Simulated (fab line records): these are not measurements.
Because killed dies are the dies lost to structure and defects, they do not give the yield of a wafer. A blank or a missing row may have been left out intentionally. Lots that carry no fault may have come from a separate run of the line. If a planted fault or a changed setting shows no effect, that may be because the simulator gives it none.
Shared-tool check    flow sky130    Lots sampled 12, wafers sampled 36

THE REASON FOR OPENING IT
At SKY_SONOS_TUNNEL_TW_MEAS_12 the reading SONOS_TUNNEL_TW is flagged on 2 of 12 lots. No-fault wafers: 197.2, standard deviation 1.2.
Rule: a lot gets a flag if all its wafers with a number sit over 4 standard deviations from that mean, or if no wafer of it has a number. As for the other lots, they are considered sound.

lot   measured      on             SONOS_TUNNEL_TW, wafer by wafer  flag
L433  day 12 02:55  film_metro-04  196.6 196.8 197.2                
L434  day 12 03:53  film_metro-01  197.4 196.2 196.6                
L437  day 13 07:22  film_metro-03  198.3 198.9 199.2                
L438  day 13 15:48  film_metro-04  197.3 196.6 196.4                
L441  day 13 22:02  film_metro-04  196.1 196.2 196.7                
L442  day 14 09:05  film_metro-04  196.1 196.8 196.4                
L445  day 15 04:11  film_metro-03  199.6 199.7 199.1                
L444  day 15 07:38  film_metro-04  197.2 197.1 197.0                
L446  day 15 14:04  film_metro-01  196.7 196.3 196.3                
L449  day 16 19:25  film_metro-01  197.3 197.5 197.5                
L454  day 18 21:05  film_metro-04  140.6 141.1 141.1                FLAGGED
L456  day 19 02:50  film_metro-01  141.7 142.0 141.7                FLAGGED
The numbers of the flagged lots are 141.4 on average: -55.8 against the usual, or -47 standard deviations.

WHICH TOOL EACH LOT WENT THROUGH
2 process steps preceding the reading are held in the record, out of 708 steps in the route. Read each cell as the tool, then ch plus the chambers that the sampled wafers visited, then the start.
lot   flag     SKY_VT_ADJUST_NCORE_STRIP_10          SKY_SONOS_TUNNEL_IMPLANT_09
L433           plasma_asher-04 ch 0,1, day 9 05:49   implanter-02 ch 0, day 12 02:19
L434           plasma_asher-04 ch 0,1, day 9 06:56   implanter-04 ch 0, day 12 03:17
L437           plasma_asher-02 ch 0,1, day 10 06:37  implanter-01 ch 0, day 13 06:58
L438           plasma_asher-02 ch 0,1, day 10 14:37  implanter-04 ch 0, day 13 15:24
L441           plasma_asher-03 ch 0,1, day 10 21:20  implanter-04 ch 0, day 13 21:37
L442           plasma_asher-04 ch 0,1, day 11 05:40  implanter-01 ch 0, day 14 08:43
L445           plasma_asher-04 ch 1, day 11 23:05    implanter-01 ch 0, day 15 03:33
L444           plasma_asher-03 ch 0, day 12 00:26    implanter-01 ch 0, day 15 06:58
L446           plasma_asher-02 ch 0,1, day 12 07:29  implanter-02 ch 0, day 15 13:38
L449           plasma_asher-03 ch 0,1, day 13 10:47  implanter-02 ch 0, day 16 18:58
L454  FLAGGED  plasma_asher-03 ch 0, day 15 07:25    implanter-02 ch 0, day 18 20:42
L456  FLAGGED  plasma_asher-02 ch 0,1, day 15 11:46  implanter-02 ch 0, day 19 02:25
What the steps here do:
- SKY_VT_ADJUST_NCORE_STRIP_10: strips in O2/N2.
- SKY_SONOS_TUNNEL_IMPLANT_09
- SKY_SONOS_TUNNEL_TW_MEAS_12

FLAGGED OVER TOTAL, TOOL BY TOOL (the gauges that took the reading come last)
step                          tool             lots run  flagged  share of the flagged lots  sound lots run after its first flagged lot
SKY_VT_ADJUST_NCORE_STRIP_10  plasma_asher-02  4         1        some                       0
SKY_VT_ADJUST_NCORE_STRIP_10  plasma_asher-03  4         1        some                       0
SKY_VT_ADJUST_NCORE_STRIP_10  plasma_asher-04  4         0        none                       -
SKY_SONOS_TUNNEL_IMPLANT_09   implanter-01     4         0        none                       -
SKY_SONOS_TUNNEL_IMPLANT_09   implanter-02     5         2        all                        0
SKY_SONOS_TUNNEL_IMPLANT_09   implanter-04     3         0        none                       -
SKY_SONOS_TUNNEL_TW_MEAS_12   film_metro-01    4         1        some                       0
SKY_SONOS_TUNNEL_TW_MEAS_12   film_metro-03    2         0        none                       -
SKY_SONOS_TUNNEL_TW_MEAS_12   film_metro-04    6         1        some                       0

WHAT THE TABLE ALLOWS
All flagged lots share 1 row of the table, namely implanter-02 at SKY_SONOS_TUNNEL_IMPLANT_09.
- implanter-02 at SKY_SONOS_TUNNEL_IMPLANT_09 ran 5 lots, 2 of them flagged. It ran its last sound lot, L449, at day 16 18:58 and its first flagged lot, L454, at day 18 20:42: a fault with its onset between the two fits. Its own readings (dose_ions_cm2, faraday_current_uA) fall more than 4 standard deviations out on all wafers of the flagged lots.
What remains is a single tool, implanter-02 at SKY_SONOS_TUNNEL_IMPLANT_09.

WHAT HAD BEEN PUT IN BY THE SIMULATOR
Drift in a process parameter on implanter-02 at SKY_SONOS_TUNNEL_IMPLANT_09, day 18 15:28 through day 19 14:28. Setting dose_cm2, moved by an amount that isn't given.
Struck lots among those shown: L454, L456. The rule above found the same.
